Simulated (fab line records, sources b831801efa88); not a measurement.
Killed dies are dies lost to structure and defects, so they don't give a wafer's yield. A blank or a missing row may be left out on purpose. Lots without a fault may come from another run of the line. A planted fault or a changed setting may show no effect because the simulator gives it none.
A struck lot beside a sound one | flow gf180mcu | 27 steps out of a route of 602
Sound: wafers L836.1, L836.2, L836.3. Struck: wafers L824.2, L824.4, L824.5. The cause comes at the end.
At each step with rows: each side's tool, then ch and its chambers, then its first start. Under that, the readings that differ: sound wafers | struck wafers | difference of the means | sigmas: that difference in standard deviations of wafers without a fault.
alike: readings whose means differ by less than 2 such deviations, and words and numbers that are the same on both sides. not compared: withheld readings, readings that some wafer has no value for, bounds like >300 that may hide the same value, and numbers for which the record gives no deviation and whose values overlap.
The two part at a step that has a row with sigmas, a row that says differs or no value, or rows on one side only. Numbers that don't overlap but have no deviation are shown without sigmas and don't part them. A reading that every wafer of one side lacks parts them only if that side has two wafers or more.

GF_V2_ETCH_16: etches BARC in N2/H2.
  sound on rie_diel-02 ch 1,2,3, day 26 06:20; struck on rie_diel-03 ch 0,1,3, day 21 22:11
  alike: drypump_motor_current_A, h2_flow_sccm, n2_flow_sccm, oes_product_au, throttle_valve_pct
then, 4 steps without rows for these wafers: GF_V2_ETCH_17 (etches SiO2 in C4F8/O2/Ar, stops on TiN, target depth 630 nm); GF_V2_STRIP_18 (strips in O2/N2); GF_V2_STRIP_19 (strips in post etch residue remover, time 1200 s); GF_V2_CLEAN_20 (cleans in DIW).
GF_V2_SPUTTER_21: material Ti, target thk 15 nm, time 80.02 s.
  sound on pvd_sputter-04, day 26 07:00; struck on pvd_sputter-02, day 21 22:52
  alike: cathode_dc_power_W, chamber_pressure_pa, substrate_temp_c, throttle_valve_pct
then, 1 step without rows for these wafers: GF_V2_SPUTTER_22 (material TiN, target thk 10 nm, time 40 s).
GF_V2_CVD_23: deposits W, target thk 350 nm, time 104.94 s.
  sound on cvd_w-02 ch 0,1, day 26 07:06; struck on cvd_w-01 ch 0,1, day 21 23:05
  alike: chamber_pressure_Torr, heater_power_w
GF_V2_RS_MEAS_24: measures by four-point-probe.
  sound on film_metro-03, day 26 07:13; struck on film_metro-02, day 21 23:13
  alike: V2_W_RS
GF_V2_THK_MEAS_25: measures by xrf.
  sound on film_metro-03, day 26 07:20; struck on film_metro-02, day 21 23:20
  alike: V2_W_THK
GF_V2_CMP_26: polishes, stops on SiO2, t overpolish 15 s, target thk 0 nm.
  sound on cmp-01 ch 0,1,3, day 26 07:23; struck on cmp-01 ch 0,2, day 21 23:26
  alike: motor_current_A, overpolish_run_s, time_to_endpoint_s
then, 1 step without rows for these wafers: GF_M3_SPUTTER_00 (material Ti, target thk 37.5 nm, time 150 s).
GF_M3_SPUTTER_01: material TiN, target thk 30 nm, time 25 s.
  sound on pvd_sputter-03, day 26 07:48; struck on pvd_sputter-04, day 21 23:47
  no value came back on the struck wafers for cathode_dc_power_W (W), chamber_pressure_pa (Pa), throttle_valve_pct (%); on the sound wafers cathode_dc_power_W (W) reads 6500.3 6500.9 6498.0
then, 1 step without rows for these wafers: GF_M3_SPUTTER_02 (material AlCu, target thk 450 nm, time 23.9 s).
GF_M3_SPUTTER_03: material Ti, target thk 10 nm, time 6.7 s.
  sound on pvd_sputter-03, day 26 07:52; struck on pvd_sputter-04, day 21 23:50
  alike: cathode_dc_power_W, chamber_pressure_pa, substrate_temp_c, throttle_valve_pct
then, 8 steps without rows for these wafers: GF_M3_SPUTTER_04 (material TiN, target thk 50 nm, time 41.7 s); GF_M3_DEHYDRATE_07 (time 60 s); GF_M3_HMDS_08 (prime time 60 s); GF_M3_COAT_09 (resist thk 1000 nm); GF_M3_SOFTBAKE_10 (time 60 s); GF_M3_EXPOSE_11 (exposes mask Metal3, target cd 280 nm); GF_M3_PEB_12 (peb time 90 s); GF_M3_DEVELOP_13 (develop time 60 s).
GF_M3_CD_MEAS_14: target cd 280 nm.
  sound on cd_sem-01, day 27 04:10; struck on cd_sem-01, day 22 23:10
  alike: cd_nm
GF_M3_OVL_MEAS_15:
  sound on overlay-01, day 27 04:17; struck on overlay-02, day 22 23:16
  alike: M3_OVL
GF_M3_METAL_ETCH_16: etches the open film in Cl2/BCl3, stops on SiO2, target depth 627.5 nm, time 104.6 s.
  sound on rie_metal-01 ch 0,1, day 27 04:19; struck on rie_metal-01 ch 1, day 22 23:18
  reading                | sound                | struck               | difference | sigmas
  oes_product_au (a.u.)  | 0.969 0.977 0.971    | 0.947 0.952 0.946    | -0.024     | -5
  throttle_valve_pct (%) | 28.243 28.246 28.259 | 28.291 28.276 28.280 | +0.033     | +3
  alike: drypump_motor_current_A
  not compared: rf_hours_counter_h
then, 1 step without rows for these wafers: GF_M3_STRIP_17 (strips in O2/N2).

WHERE THEY PART
First at GF_M3_SPUTTER_01; last, within this record, at GF_M3_METAL_ETCH_16.

WHY: what the simulator had put in
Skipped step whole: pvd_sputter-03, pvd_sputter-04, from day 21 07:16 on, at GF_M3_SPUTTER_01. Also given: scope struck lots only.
